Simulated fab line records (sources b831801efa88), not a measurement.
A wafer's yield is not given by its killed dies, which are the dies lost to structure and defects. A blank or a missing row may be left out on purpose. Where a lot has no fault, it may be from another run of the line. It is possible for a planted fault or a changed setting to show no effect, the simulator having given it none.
A lot that was struck, set against a sound lot :: flow sfqLine :: 16 steps out of a route of 325
Sound: these wafers, L128.2, L128.3, L128.4. The struck wafers were L124.3, L124.5, L124.6. The cause is given at the end.
Each step with rows lists, per side, the tool, then ch with its chambers, then its first start. Under that, the readings that differ: sound wafers :: struck wafers :: difference of the means :: sigmas: that difference in standard deviations of wafers without a fault.
alike: readings with means less than 2 such deviations apart, plus words and numbers identical on both sides. not compared: withheld readings, readings lacking a value on some wafer, bounds such as >300 that could conceal the same value, and numbers that have no deviation in the record and whose values overlap.
A row with sigmas, a row that says differs or no value, or rows on one side alone: a step with any of these is where the two part. Numbers that have no deviation but don't overlap get no sigmas and don't part them. A reading that every wafer of one side lacks parts them only if that side has two wafers or more.

SFQ_TRILAYER_I4_VIA_STRIP_STRIP_107: strips in O2.
  sound on rieMetal-02 ch 1, day 51 18:41; struck on rieMetal-01 ch 0,1, day 46 14:47
reading: heBacksideLeakSccm (sccm)
sound: 4.04 4.02 4.07
struck: 3.40 3.43 3.06
difference: -0.75
sigmas: -3
  alike: drypumpMotorCurrentA, oesProductAu
  not compared: rfHoursCounterH
then, 2 steps without rows for these wafers: SFQ_TRILAYER_I4_VIA_STRIP_SOLV_CLEAN_108 (cleans in NMP, time 600 s); SFQ_TRILAYER_JJ_TRILAYER_DEP_PRE_CLEAN_113 (time 22.5 s).
SFQ_TRILAYER_JJ_TRILAYER_DEP_SPUTTER_109: material Nb, target thk 150 nm, time 100 s.
  sound: pvdSputter-05 at day 51 20:04; struck: pvdSputter-04 at day 46 15:23
  alike: throttleValvePct
SFQ_TRILAYER_JJ_TRILAYER_DEP_SPUTTER_110: material Al, target thk 8 nm, time 10 s.
  sound: pvdSputter-05 at day 51 20:08; struck: pvdSputter-04 at day 46 15:28
  alike: throttleValvePct
then, 1 step without rows for these wafers: SFQ_TRILAYER_JJ_TRILAYER_DEP_AL_OXIDATION_111 (oxidation time 600 s).
SFQ_TRILAYER_JJ_TRILAYER_DEP_SPUTTER_112: material Nb, target thk 170 nm, time 113.3 s.
  sound: pvdSputter-05 at day 51 21:10; struck: pvdSputter-04 at day 46 16:29
  alike: throttleValvePct
SFQ_JJ_RS_MEAS_929: measures by four-point-probe.
  sound: filmMetro-04 at day 51 21:16; struck: filmMetro-04 at day 46 16:36
  alike: JJ_NB_RS
then, 3 steps without rows for these wafers: SFQ_TRILAYER_JJ_CE_LITHO_COAT_119 (resist thk 62 nm); SFQ_TRILAYER_JJ_CE_LITHO_COAT_114 (resist thk 600 nm); SFQ_TRILAYER_JJ_CE_LITHO_SOFTBAKE_118.
SFQ_TRILAYER_JJ_CE_LITHO_EXPOSE_115: exposes mask J5, target cd 700 nm.
  sound on krfScanner-02 ch 0, day 51 22:22; struck on krfScanner-01 ch 0, day 47 02:35
reading: reticleTempC (C)
sound: 22.95 22.86 22.97
struck: 23.14 23.29 23.22
difference: +0.29
sigmas: +2

reading: model.JJ.overlayXNm (nm)
sound: 4.772 4.772 4.772
struck: 192.9 192.9 192.9
difference: +188.1
sigmas: 
  alike: mask
then, 2 steps without rows for these wafers: SFQ_TRILAYER_JJ_CE_LITHO_PEB_117 (peb time 60 s); SFQ_TRILAYER_JJ_CE_LITHO_DEVELOP_116 (time 60 s).
SFQ_JJ_OVL_MEAS_931:
  sound: overlay-02 at day 51 23:41; struck: overlay-01 at day 47 03:42
reading: J5_OVL (nm)
sound: 6 0 4
struck: 188 194 191
difference: +188
sigmas: +45
SFQ_TRILAYER_JJ_CE_METRO_MEASURE_117:
  sound: cdSem-02 at day 51 23:55; struck: cdSem-02 at day 47 04:08
  alike: cdNm

== WHERE THEY PART ==
Earliest at SFQ_TRILAYER_I4_VIA_STRIP_STRIP_107; latest, in this record, at SFQ_JJ_OVL_MEAS_931. Later steps at which nothing parts them and some readings are alike: SFQ_TRILAYER_JJ_CE_METRO_MEASURE_117.

WHY: what the simulator had put in
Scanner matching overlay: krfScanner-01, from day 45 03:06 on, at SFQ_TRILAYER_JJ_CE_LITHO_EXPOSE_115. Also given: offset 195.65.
